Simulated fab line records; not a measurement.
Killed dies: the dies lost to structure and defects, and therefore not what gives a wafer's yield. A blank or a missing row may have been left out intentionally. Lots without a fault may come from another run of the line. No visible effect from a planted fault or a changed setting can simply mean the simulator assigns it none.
fab line records	flow gf180mcu
[record] lots = 12	wafers = 36	last-day = 34
route steps=602 shown STI@14 SALICIDE@281 V1@349
lots untouched by any fault: they come from a run of this same line in which no faults occurred
start-h: hours from the record's first day to the start of the lot's first wafer shown	wait-h: how many hours have passed since the lot's step before this one	" same as the row above	L1.1+2: a row that stands for several wafers	- no value, or no start given	* or withheld: withheld	< > ~ a bound
route shown NAME@n: a module of which the file shows steps, and the number in the route of the first	usual: mean and standard deviation over wafers with no fault	same: alike in all rows	chamber/n: place in a boat	sites: the reading at each site	_std_site: their standard deviation	_edge_site: mean of outer sites minus mean of inner sites	radius-mm: how far each site lies from the wafer's centre	mask NAME#n: copy n	behind: tool/chamber where the wafer was last shaped	hold: the reason the lot was held/the length of the hold in hours/how it ended	device: transistor that didn't switch, given as n, p or np	end of line: the route-end tests of the same wafers	where a step has no rows: the recipe by itself	killed: dies that structure and defects cost at the first sort, which is not the same as the wafer's yield	map: the dies of a wafer, with x for killed, . for not killed, _ for no die there
set.NAME: the run value of the setting; set.NAME@STEP: its run value at that earlier step	model.NAME: the simulator's own value behind a step, which no gauge read
a sample of lots followed through the steps of the route, with each step as a table and each wafer as a row
services: from which hour (start-h, from the record's first day; less than 0 if before it) a tool's chamber was out of use, for how many hours, and why
[[steps]]
[step GF_STI_ETCH_13]
[recipe] chemistry = CHF3/O2	stop-on = Si	over-etch-frac = 0.3	target-depth-a = 2823.1	source-w = 600	bias-w = 200	pressure-mtorr = 40	chf3-flow-sccm = 50	O2_flow_sccm = 5	time-s = 112.9
[usual] O2_flow_sccm = 4.999/0.016	drypump-motor-current-A = 5.5/0.54	oes-product-au = 0.833/0.0059	over-etch-frac = 0.3/0	throttle-valve-pct = 8.810/0.01
lot.wafer	tool	chamber	start-h	wait-h	O2_flow_sccm	drypump-motor-current-A	oes-product-au	over-etch-frac	rf-hours-counter-h	throttle-valve-pct
L289.3	rie-diel-04	3	30.62	0.1	5.010	5.3	0.840	0.3	10	8.807
L289.5	"	1	"	"	4.976	6.1	0.839	0.3	-	8.796
L289.6	"	0	"	"	5.012	5.2	0.840	0.3	-	8.825
L290.2	rie-diel-03	1	37.05	0.1	4.993	4.7	0.839	0.3	35	8.801
L290.4	"	0	"	"	5.006	6.7	0.828	0.3	50	8.794
L290.5	"	1	"	"	4.972	4.7	0.835	0.3	-	8.830
L291.2	rie-diel-03	1	42.15	0.1	5.013	4.8	0.828	0.3	35	8.820
L291.3	"	0	"	"	5.030	6.6	0.831	0.3	51	8.808
L291.6	"	1	"	"	4.992	4.8	0.834	0.3	-	8.823
L293.2	rie-diel-04	3	52.45	0.1	4.997	5.2	0.834	0.3	10	8.801
L293.3	"	2	"	"	4.996	5.8	0.843	0.3	1	8.830
L293.5	"	2	"	"	5.005	5.7	0.840	0.3	-	8.815
L295.2	rie-diel-04	1	61.35	0.1	4.999	6.1	0.841	0.25178	151	8.808
L295.3	"	0	"	"	4.980	5.2	0.849	0.25178	95	8.811
L295.4	"	3	"	"	5.002	5.3	0.850	0.25178	10	8.821
L298.2	rie-diel-04	1	77.47	0.1	5.020	6.1	0.851	0.25178	152	8.815
L298.5	"	3	"	"	5.013	5.3	0.847	0.25178	-	8.820
L298.6	"	0	"	"	4.998	5.2	0.849	0.25178	-	8.809
L299.1	rie-diel-03	2	81.92	0.1	5.016	5.4	0.830	0.3	99	8.825
L299.2	"	0	"	"	4.994	6.7	0.831	0.3	52	8.802
L299.6	"	3	"	"	5.018	5.7	0.829	0.3	-	8.788
L305.2	rie-diel-01	1	113.15	0.1	4.976	4.7	0.824	0.3	60	8.805
L305.3	"	2	"	"	4.991	5.8	0.833	0.3	1	8.809
L305.5	"	2	"	"	5.001	5.8	0.819	0.3	-	8.816
L306.1	rie-diel-01	1	117.96	0.1	5.001	4.7	0.832	0.3	60	8.798
L306.4	"	2	"	"	5.003	5.8	0.830	0.3	1	8.813
L306.5	"	3	"	"	4.996	6.1	0.834	0.3	-	8.810
L308.1	rie-diel-03	1	128.21	0.1	5.018	4.7	0.817	0.3	38	8.821
L308.3	"	0	"	"	5.011	6.6	0.829	0.3	54	8.825
L308.5	"	2	"	"	5.009	5.3	0.822	0.3	-	8.803
L310.1	rie-diel-03	3	138.40	0.1	4.994	5.6	0.840	0.3	89	8.811
L310.3	"	1	"	"	4.992	4.8	0.827	0.3	38	8.809
L310.6	"	2	"	"	5.014	5.4	0.841	0.3	-	8.820
L311.1	rie-diel-03	1	144.20	0.1	4.987	4.7	0.834	0.3	38	8.804
L311.2	"	2	"	"	4.999	5.3	0.831	0.3	101	8.786
L311.4	"	3	"	"	4.998	5.7	0.828	0.3	90	8.825
[step GF_STI_STRIP_15]
[recipe] chemistry = O2/N2	power-w = 1400	pressure-mtorr = 1500	platen-temp-c = 250	o2-flow-sccm = 3000	n2-flow-sccm = 300	overash-fraction = 0.5
[usual] drypump-motor-current-A = 5.7/0.67	heater-power-w = 310/17	oes-product-au = 0.384/0.0044	strip-time-to-endpoint-s = 3.73/0.042
[same] overash-fraction = 0.5
lot.wafer	tool	chamber	start-h	wait-h	drypump-motor-current-A	heater-power-w	oes-product-au	rf-hours-counter-h	strip-time-to-endpoint-s
L289.3	plasma-asher-01	1	30.80	0.1	6.2	337	0.389	-	3.76
L289.5	"	1	"	"	6.2	323	0.382	-	3.68
L289.6	"	0	"	"	6.1	281	0.382	-	3.70
L290.2	plasma-asher-01	1	37.21	0.0	6.2	320	0.386	24	3.71
L290.4	"	0	"	"	6.1	293	0.381	-	3.72
L290.5	"	1	"	"	6.2	328	0.384	-	3.70
L291.2	plasma-asher-01	1	42.31	0.0	6.1	326	0.384	25	3.80
L291.3	"	1	"	"	6.1	338	0.387	-	3.80
L291.6	"	0	"	"	6.1	295	0.383	-	3.78
L293.2	plasma-asher-03	1	52.61	0.0	4.9	317	0.387	39	3.80
L293.3	"	1	"	"	4.9	316	0.383	-	3.80
L293.5	"	0	"	"	6.8	326	0.400	-	3.81
L295.2	plasma-asher-01	1	61.50	0.0	6.2	323	0.388	28	3.89
L295.3	"	1	"	"	6.2	331	0.386	-	3.82
L295.4	"	0	"	"	6.0	293	0.388	-	3.91
L298.2	plasma-asher-03	1	77.62	0.0	4.9	321	0.390	42	3.82
L298.5	"	1	"	"	5.0	316	0.383	-	3.88
L298.6	"	0	"	"	6.8	340	0.386	-	3.85
L299.1	plasma-asher-02	0	82.07	0.0	5.1	296	0.385	43	3.70
L299.2	"	1	"	"	5.3	313	0.394	43	3.72
L299.6	"	0	"	"	5.1	292	0.381	-	3.73
L305.2	plasma-asher-01	1	113.31	0.0	6.2	327	0.385	33	3.69
L305.3	"	1	"	"	6.2	331	0.384	-	3.77
L305.5	"	0	"	"	6.1	294	0.385	-	3.79
L306.1	plasma-asher-03	1	118.12	0.0	4.9	314	0.389	46	3.72
L306.4	"	1	"	"	4.9	317	0.393	-	3.75
L306.5	"	1	"	"	4.9	313	0.382	-	3.72
L308.1	plasma-asher-02	1	128.37	0.0	5.3	292	0.385	1	3.68
L308.3	"	1	"	"	5.3	297	0.382	-	3.72
L308.5	"	1	"	"	5.3	295	0.388	-	3.72
L310.1	plasma-asher-02	1	138.55	0.0	5.3	306	0.389	2	3.71
L310.3	"	0	"	"	5.1	298	0.384	-	3.71
L310.6	"	1	"	"	5.3	288	0.386	-	3.67
L311.1	plasma-asher-03	0	144.35	0.0	6.8	336	0.390	49	3.78
L311.2	"	1	"	"	4.9	311	0.379	49	3.74
L311.4	"	1	"	"	4.9	314	0.383	-	3.74
[step GF_STI_THK_MEAS_30]
[recipe] reads = SiO2_of_STI_OXIDATION_29
[usual] STI_OXIDATION_02_THK = 10.01/0.19
lot.wafer	tool	chamber	start-h	wait-h	STI_OXIDATION_02_THK[nm]
L289.3	film-metro-03	-	37.16	0.0	9.88
L289.5	"	-	"	"	9.86
L289.6	"	-	"	"	10.00
L290.2	film-metro-02	-	43.02	0.0	9.87
L290.4	"	-	"	"	9.84
L290.5	"	-	"	"	9.94
L291.2	film-metro-02	-	47.92	0.0	9.96
L291.3	"	-	"	"	10.00
L291.6	"	-	"	"	10.00
L293.2	film-metro-01	-	57.45	0.0	10.23
L293.3	"	-	"	"	10.19
L293.5	"	-	"	"	10.01
L295.2	film-metro-01	-	65.58	0.0	9.95
L295.3	"	-	"	"	10.11
L295.4	"	-	"	"	10.28
L298.2	film-metro-02	-	81.70	0.0	10.18
L298.5	"	-	"	"	9.87
L298.6	"	-	"	"	9.99
L299.1	film-metro-02	-	87.08	0.0	10.06
L299.2	"	-	"	"	10.22
L299.6	"	-	"	"	10.16
L305.2	film-metro-02	-	117.54	0.0	10.30
L305.3	"	-	"	"	10.19
L305.5	"	-	"	"	10.22
L306.1	film-metro-02	-	122.91	0.0	9.95
L306.4	"	-	"	"	9.98
L306.5	"	-	"	"	9.76
L308.1	film-metro-02	-	134.86	0.0	10.04
L308.3	"	-	"	"	10.13
L308.5	"	-	"	"	10.06
L310.1	film-metro-03	-	143.01	0.0	10.36
L310.3	"	-	"	"	10.56
L310.6	"	-	"	"	10.35
L311.1	film-metro-02	-	149.30	0.0	10.16
L311.2	"	-	"	"	10.08
L311.4	"	-	"	"	10.06
[step GF_SALICIDE_SPUTTER_03]
[recipe] material = TiN	target-thk-nm = 20	power-w = 6500	time-s = 16.7	chamber-pressure-pa = 0.4
[usual] chamber-pressure-pa = 0.4000/0.00082	throttle-valve-pct = 30.6/1.1
lot.wafer	tool	chamber	start-h	wait-h	chamber-pressure-pa	throttle-valve-pct
L289.3	pvd-sputter-03	-	349.05	0.0	0.4005	30.5
L289.5	"	-	"	"	0.4003	30.6
L289.6	"	-	"	"	0.4000	30.3
L290.2	pvd-sputter-02	-	360.09	0.0	0.4005	31.1
L290.4	"	-	"	"	0.3997	29.1
L290.5	"	-	"	"	0.4001	32.3
L291.2	pvd-sputter-03	-	365.07	0.0	0.4008	31.8
L291.3	"	-	"	"	0.4001	29.8
L291.6	"	-	"	"	0.3995	29.5
L293.2	pvd-sputter-03	-	386.01	0.0	0.3999	31.7
L293.3	"	-	"	"	0.4009	30.5
L293.5	"	-	"	"	0.3993	31.7
L295.2	pvd-sputter-04	-	397.66	0.0	0.3999	31.0
L295.3	"	-	"	"	0.3999	32.2
L295.4	"	-	"	"	0.3999	27.1
L298.2	pvd-sputter-03	-	428.65	0.0	0.3995	29.9
L298.5	"	-	"	"	0.4009	30.7
L298.6	"	-	"	"	0.4022	30.2
L299.1	pvd-sputter-03	-	443.12	0.0	0.3999	31.5
L299.2	"	-	"	"	0.4006	30.6
L299.6	"	-	"	"	0.4003	30.3
L305.2	pvd-sputter-02	-	488.85	0.0	0.3998	28.9
L305.3	"	-	"	"	0.3995	31.0
L305.5	"	-	"	"	0.4000	29.2
L306.1	pvd-sputter-03	-	499.86	0.0	0.3999	29.8
L306.4	"	-	"	"	0.4001	30.1
L306.5	"	-	"	"	0.4016	30.0
L308.1	pvd-sputter-04	-	513.00	0.0	0.3992	30.4
L308.3	"	-	"	"	0.4000	31.1
L308.5	"	-	"	"	0.4005	30.9
L310.1	pvd-sputter-02	-	523.59	0.0	0.4001	32.3
L310.3	"	-	"	"	0.4001	29.0
L310.6	"	-	"	"	0.4010	31.2
L311.1	pvd-sputter-04	-	534.80	0.0	0.3993	27.7
L311.2	"	-	"	"	0.4003	30.2
L311.4	"	-	"	"	0.3986	31.2
[step GF_V1_CD_MEAS_14]
[recipe] target-cd-nm = 260
[usual] cd-nm = 259.9/1.2
lot.wafer	tool	chamber	start-h	wait-h	cd-nm
L289.3	cd-sem-01	-	423.32	0.1	259.2
L289.5	"	-	"	"	259.8
L289.6	"	-	"	"	259.6
L290.2	cd-sem-01	-	433.10	0.1	260.2
L290.4	"	-	"	"	261.5
L290.5	"	-	"	"	260.1
L291.2	cd-sem-01	-	439.31	0.1	258.4
L291.3	"	-	"	"	257.6
L291.6	"	-	"	"	258.0
L293.2	cd-sem-02	-	462.85	0.1	262.1
L293.3	"	-	"	"	261.6
L293.5	"	-	"	"	261.7
L295.2	cd-sem-02	-	473.36	0.1	261.5
L295.3	"	-	"	"	261.9
L295.4	"	-	"	"	261.7
L298.2	cd-sem-02	-	505.51	0.1	259.3
L298.5	"	-	"	"	259.0
L298.6	"	-	"	"	259.8
L299.1	cd-sem-02	-	519.18	0.1	260.2
L299.2	"	-	"	"	259.7
L299.6	"	-	"	"	259.6
L305.2	cd-sem-02	-	562.04	0.1	260.6
L305.3	"	-	"	"	260.0
L305.5	"	-	"	"	259.4
L306.1	cd-sem-01	-	572.93	0.1	261.8
L306.4	"	-	"	"	263.1
L306.5	"	-	"	"	262.2
L308.1	cd-sem-01	-	584.15	0.1	260.3
L308.3	"	-	"	"	260.1
L308.5	"	-	"	"	259.4
L310.1	cd-sem-01	-	594.90	0.2	258.9
L310.3	"	-	"	"	260.0
L310.6	"	-	"	"	259.0
L311.1	cd-sem-01	-	604.89	0.1	260.4
L311.2	"	-	"	"	259.2
L311.4	"	-	"	"	260.0
[[services]]
tool	chamber	start-h	hours	kind
pvd-sputter-03	-	26.73	1.6	repair
rie-diel-04	1	51.02	3.4	repair
rie-diel-03	1	51.48	5.6	repair
pvd-sputter-03	-	81.12	13.1	repair
rie-diel-04	2	91.45	12.7	repair
rie-diel-03	2	108.97	15.4	repair
rie-diel-03	3	115.81	1.3	repair
pvd-sputter-03	-	173.96	4.1	repair
rie-diel-03	-	205.47	0.2	repair
plasma-asher-03	-	234.16	14.6	pm
rie-diel-03	-	239.33	2.8	pm
rie-diel-03	2	284.76	6.6	repair
plasma-asher-01	-	286.25	2.6	repair
rie-diel-03	1	314.43	12.9	repair
plasma-asher-01	-	376.44	4.4	repair
pvd-sputter-03	-	396.68	3.9	repair
plasma-asher-01	-	407.07	2.4	repair
rie-diel-03	2	438.78	2.7	repair
rie-diel-03	1	490.41	8.9	repair
plasma-asher-01	-	498.48	28.1	pm
pvd-sputter-03	-	512.91	1.0	repair
pvd-sputter-03	-	526.40	10.5	repair
rie-diel-03	0	526.86	9.6	repair
pvd-sputter-03	-	528.27	0.8	repair
[[key]]
[first-sign] step = GF_STI_ETCH_13	reading = over-etch-frac	direction = down	sigmas = 99+	usual = 0.3	struck = 0.25178
[effect] step = GF_STI_ETCH_13	reading = oes-product-au	direction = up	sigmas = 2.6	usual = 0.833	struck = 0.848
[effect] step = GF_STI_STRIP_15	reading = strip-time-to-endpoint-s	direction = up	sigmas = 3.2	usual = *	struck = *
met-at GF_STI_ETCH_13
struck-lots L295,L298
tester-left-out L295,L298
not-acting-at GF_STI_THK_MEAS_30,GF_SALICIDE_SPUTTER_03,GF_V1_CD_MEAS_14
onset-between 52.45 61.35
[fault] kind = process-parameter-drift	tool = rie-diel-04	chamber = -	onset-h = 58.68	steps = GF_STI_ETCH_13	channel = over-etch-frac	offset = -0.048221	shape = step	end-h = 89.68	stated = 0.3
// tester-left-out: of these lots the tester's yield and bins aren't shown, on N5 and GAA mostly nor the transistor test; their killed dies are dies lost to structure and defects alone, not to doping, threshold or leakage, so they don't give the yield
